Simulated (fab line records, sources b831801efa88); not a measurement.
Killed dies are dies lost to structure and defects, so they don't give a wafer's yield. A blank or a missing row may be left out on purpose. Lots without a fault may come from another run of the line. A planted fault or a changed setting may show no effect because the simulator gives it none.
Which tool did it? | flow gf180mcu | 13 lots, 38 wafers sampled, at 6 steps of a route of 602

WHAT THE GAUGES READ, wafer by wafer
GF_STI_BOW_MEAS_00.
lot  | measured    | on            | INCOMING_BOW (um)
L176 | day 1 15:01 | film_metro-04 | -7 -9 -5
L177 | day 1 20:02 | film_metro-01 | -4 3 -11
L179 | day 2 06:00 | film_metro-02 | 10 11 -9
L180 | day 2 11:00 | film_metro-02 | 4 -3 -4
L181 | day 2 16:00 | film_metro-01 | -6 5 0
L184 | day 3 07:00 | film_metro-01 | 12 5 7
L185 | day 3 12:01 | film_metro-02 | -8 -1 -9
L186 | day 3 17:00 | film_metro-04 | -2 4 0
L187 | day 3 22:00 | film_metro-01 | 12 7 1
L192 | day 4 23:00 | film_metro-01 | -1 15 -5
L193 | day 5 04:01 | film_metro-04 | -5 4 -4
L197 | day 6 00:05 | film_metro-04 | 0 -6
L198 | day 6 05:02 | film_metro-04 | -2 8 -8

GF_LVPWELL_TW_MEAS_11.
lot  | measured    | on            | LVPWELL_TW
L176 | day 4 03:31 | film_metro-03 | 549 549 549
L177 | day 4 08:25 | film_metro-02 | 564 563 567
L179 | day 4 20:55 | film_metro-03 | 553 553 548
L180 | day 5 01:13 | film_metro-03 | 553 551 550
L181 | day 5 08:09 | film_metro-03 | 553 553 549
L184 | day 6 01:18 | film_metro-03 | 555 550 553
L185 | day 6 07:22 | film_metro-03 | 551 547 550
L186 | day 6 10:40 | film_metro-03 | 507 506 508
L187 | day 6 18:14 | film_metro-03 | 506 505 503
L192 | day 7 20:41 | film_metro-02 | 565 563 561
L193 | day 8 03:49 | film_metro-01 | 556 557 555
L197 | day 8 23:56 | film_metro-01 | 558 557
L198 | day 9 05:59 | film_metro-03 | 555 553 554

GF_VT_IMPLANT_OVL_MEAS_29.
lot  | measured     | on         | VT_IMPLANT_02_OVL (nm)
L176 | day 7 03:32  | overlay-02 | -1.1 -1.8 0.4
L177 | day 7 10:59  | overlay-01 | -3.8 0.6 -1.2
L179 | day 8 02:23  | overlay-02 | 0.3 -2.1 -3.3
L180 | day 8 05:46  | overlay-02 | 0.1 -1.0 -0.6
L181 | day 8 12:52  | overlay-01 | 0.8 0.0 0.9
L184 | day 9 09:23  | overlay-01 | -2.0 -1.3 -1.3
L185 | day 9 15:22  | overlay-02 | -0.7 0.9 0.6
L186 | day 9 22:20  | overlay-01 | 1.3 1.4 1.3
L187 | day 10 04:46 | overlay-02 | 1.5 0.2 0.9
L192 | day 11 12:34 | overlay-02 | 0.8 0.6 1.0
L193 | day 11 20:49 | overlay-01 | -1.7 -2.0 -1.5
L197 | day 12 20:26 | overlay-01 | 2.1 1.5
L198 | day 13 03:59 | overlay-01 | 0.3 0.9 0.5

GF_VT_IMPLANT_RS_MEAS_48: measures by four-point-probe.
lot  | measured     | on            | LVPWELL_RS (ohm/sq)
L176 | day 7 20:20  | film_metro-02 | 1193 1193 1198
L177 | day 8 03:56  | film_metro-02 | 1198 1195 1195
L179 | day 8 19:01  | film_metro-03 | 1193 1194 1197
L180 | day 8 23:21  | film_metro-01 | 1205 1204 1203
L181 | day 9 06:48  | film_metro-03 | 1202 1201 1202
L184 | day 10 03:25 | film_metro-02 | 1194 1194 1196
L185 | day 10 10:02 | film_metro-03 | 1200 1202 1202
L186 | day 10 17:14 | film_metro-03 | 1436 1431 1433
L187 | day 10 23:15 | film_metro-02 | 1434 1435 1428
L192 | day 12 07:48 | film_metro-02 | 1197 1197 1197
L193 | day 12 16:55 | film_metro-02 | 1197 1198 1199
L197 | day 13 16:55 | film_metro-03 | 1189 1189
L198 | day 14 00:53 | film_metro-01 | 1196 1200 1196

WHICH TOOL RAN EACH LOT (tool, then ch and the chambers of the sampled wafers, then the start)
lot  | GF_LVPWELL_IMPLANT_08          | GF_MVSD_STRIP_10
L176 | implanter-02 ch 0, day 4 03:07 | plasma_asher-01 ch 0,1, day 4 17:06
L177 | implanter-02 ch 0, day 4 08:03 | plasma_asher-03 ch 0,1, day 4 22:02
L179 | implanter-01 ch 0, day 4 20:31 | plasma_asher-01 ch 0,1, day 5 11:45
L180 | implanter-02 ch 0, day 5 00:49 | plasma_asher-03 ch 0,1, day 5 15:18
L181 | implanter-02 ch 0, day 5 07:45 | plasma_asher-03 ch 0,1, day 5 23:21
L184 | implanter-01 ch 0, day 6 00:54 | plasma_asher-01 ch 0,1, day 6 16:39
L185 | implanter-01 ch 0, day 6 06:59 | plasma_asher-01 ch 0,1, day 6 22:57
L186 | implanter-02 ch 0, day 6 10:16 | plasma_asher-04 ch 0, day 7 02:30
L187 | implanter-02 ch 0, day 6 17:50 | plasma_asher-04 ch 0,1, day 7 10:45
L192 | implanter-03 ch 0, day 7 20:17 | plasma_asher-01 ch 0,1, day 8 12:54
L193 | implanter-01 ch 0, day 8 03:25 | plasma_asher-04 ch 0,1, day 8 20:30
L197 | implanter-03 ch 0, day 8 23:35 | plasma_asher-01 ch 0, day 9 17:08
L198 | implanter-01 ch 0, day 9 05:37 | plasma_asher-01 ch 0,1, day 9 23:32
- GF_LVPWELL_IMPLANT_08
- GF_MVSD_STRIP_10: strips in O2/N2.

WHAT THE TOOLS THEMSELVES READ (means of the sampled wafers that have a number; where no wafer has one, the mark that the record gives instead)
GF_LVPWELL_IMPLANT_08.
lot  | tool         | beam_on_s (s) | dose_ions_cm2 | faraday_current_uA
L176 | implanter-02 | 10.16         | 1.4993e+13    | 83.3
L177 | implanter-02 | 9.73          | 1.4995e+13    | 86.7
L179 | implanter-01 | 10.03         | 1.5000e+13    | 84.2
L180 | implanter-02 | 10.11         | 1.5012e+13    | 83.7
L181 | implanter-02 | 10.06         | 1.4969e+13    | 84.2
L184 | implanter-01 | 9.88          | 1.4987e+13    | 85.5
L185 | implanter-01 | 9.90          | 1.5011e+13    | 85.3
L186 | implanter-02 | 10.23         | 1.0420e+13    | 57.4
L187 | implanter-02 | 10.15         | 1.0437e+13    | 58.1
L192 | implanter-03 | 10.02         | 1.4998e+13    | 84.3
L193 | implanter-01 | 9.92          | 1.5005e+13    | 85.3
L197 | implanter-03 | 9.97          | 1.5004e+13    | 85.0
L198 | implanter-01 | 10.13         | 1.5009e+13    | 83.5

GF_MVSD_STRIP_10.
lot  | tool            | drypump_motor_current_A (A) | heater_power_w (W) | oes_product_au (a.u.) | strip_time_to_endpoint_s (s)
L176 | plasma_asher-01 | 6.0                         | 306                | 0.722                 | 37.03
L177 | plasma_asher-03 | 5.8                         | 370                | 0.721                 | 36.80
L179 | plasma_asher-01 | 6.1                         | 304                | 0.724                 | 36.94
L180 | plasma_asher-03 | 5.6                         | 315                | 0.725                 | 36.80
L181 | plasma_asher-03 | 5.6                         | 316                | 0.724                 | 37.06
L184 | plasma_asher-01 | 6.3                         | 310                | 0.727                 | 36.92
L185 | plasma_asher-01 | 6.1                         | 304                | 0.726                 | 36.78
L186 | plasma_asher-04 | 5.5                         | 327                | 0.719                 | 36.83
L187 | plasma_asher-04 | 5.4                         | 316                | 0.721                 | 36.91
L192 | plasma_asher-01 | 6.1                         | 310                | 0.724                 | 36.83
L193 | plasma_asher-04 | 5.4                         | 313                | 0.723                 | 36.84
L197 | plasma_asher-01 | 5.8                         | 306                | 0.726                 | 36.81
L198 | plasma_asher-01 | 6.3                         | 313                | 0.720                 | 36.86

THE ANSWER, worked out from the rows above alone
Rule: what is usual is taken from the lots themselves. Put in order of their means at a reading, lots are off if they are a third of the lots or fewer, leave a main group of 4 or more, and stand apart from it by a gap of 3 or more times the standard deviation of the main group's means; of several such gaps the widest counts. A main group whose means are all the same, to the digits that the tables above print for the reading, isn't used. A lot without any number at a reading at which 4 lots or more have one is off too. The other lots that the step has rows for count as sound. The gauges are gone through in route order, then the tools' own readings, and for those a lot's mean is taken as printed above. The first step at which some lot is off is used, and at that step the reading that is off furthest; a lot without a number counts as furthest.
Off: L186, L187, at GF_LVPWELL_TW_MEAS_11 (LVPWELL_TW). The main group: mean 555, standard deviation 5.
A tool fits if, at a process step before that reading, it ran every lot that is off, and no sound lot after the first of them. The gauges at GF_LVPWELL_TW_MEAS_11 aren't tried: what is off there is off at GF_LVPWELL_IMPLANT_08 too, on other tools, and a gauge's error can't cause that. One fits: implanter-02 at GF_LVPWELL_IMPLANT_08. Its last sound lot is L181 (day 5 07:45), its first lot that is off L186 (day 6 10:16): a fault that began between those two fits.
The tool's own readings at GF_LVPWELL_IMPLANT_08 bear it out: on the lots that are off they differ by more than 5 times the standard deviation of the sound lots' means. dose_ions_cm2 reads 1.0428e+13 there against 1.4998e+13 on the sound lots; faraday_current_uA reads 57.8 there against 84.6 on the sound lots.

WHAT THE SIMULATOR HAD PUT IN
Process parameter drift: implanter-02, from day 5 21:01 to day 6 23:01, at GF_LVPWELL_IMPLANT_08. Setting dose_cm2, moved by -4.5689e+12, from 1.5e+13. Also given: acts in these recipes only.
Lots struck among those shown: L186, L187. The rule above found the same.
